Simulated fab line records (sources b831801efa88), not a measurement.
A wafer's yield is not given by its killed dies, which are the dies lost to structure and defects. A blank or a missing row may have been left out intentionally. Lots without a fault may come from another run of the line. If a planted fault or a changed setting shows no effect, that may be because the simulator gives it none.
Chamber matching ; flow sky130 ; SKY_LI_CONTACT_CMP_02 on cmp-01: 4 sister chambers
The step polishes PSG. 8 wafers are shown with their chamber, then 8 later ones without.

WAFERS WITH THEIR CHAMBER
wafer;chamber;motor_current_A (A);time_to_endpoint_s (s)
L418.2;1;11.7;30.8
L420.2;1;12.4;29.2
L426.1;2;13.2;35.0
L426.5;0;12.5;35.5
L427.4;2;13.6;31.8
L427.5;0;12.1;31.5
L427.6;3;11.3;33.9
L428.2;3;10.7;33.9

WAFERS MISSING THEIR CHAMBER
wafer;motor_current_A (A);time_to_endpoint_s (s)
L428.3;11.8;34.8
L428.5;10.7;29.8
L430.3;12.0;31.1
L430.4;12.6;31.7
L430.6;10.8;31.3
L432.2;11.9;30.6
L432.3;13.6;31.1
L432.5;13.6;31.5

EACH ONE'S CHAMBER
wafer;from the rows above;in truth
L428.3;can't be placed: 0 or 3 or 1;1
L428.5;can't be placed: 3 or 1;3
L430.3;can't be placed: 1 or 0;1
L430.4;can't be placed: 0 or 1 or 2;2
L430.6;can't be placed: 3 or 1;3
L432.2;can't be placed: 1 or 0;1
L432.3;2;2
L432.5;2;2
Correct placement for 2 of the 8. Unplaceable from these rows: 6, with the true chamber sitting among the candidates in 6. 0 placed wrongly.
How it was worked out, from the rows above alone: a wafer's distance from a chamber is the root of the sum, over the readings, of the square of ((its reading less the chamber's mean) divided by the reading's scatter). If the next closest chamber is less than 2 further off than the closest, the wafer can't be placed; otherwise it belongs to the closest. A chamber's mean is the mean of its shown wafers. The scatter is the square root of a quotient: the sum, over the shown wafers, of each reading's squared deviation from its chamber's mean, divided by wafers minus chambers.
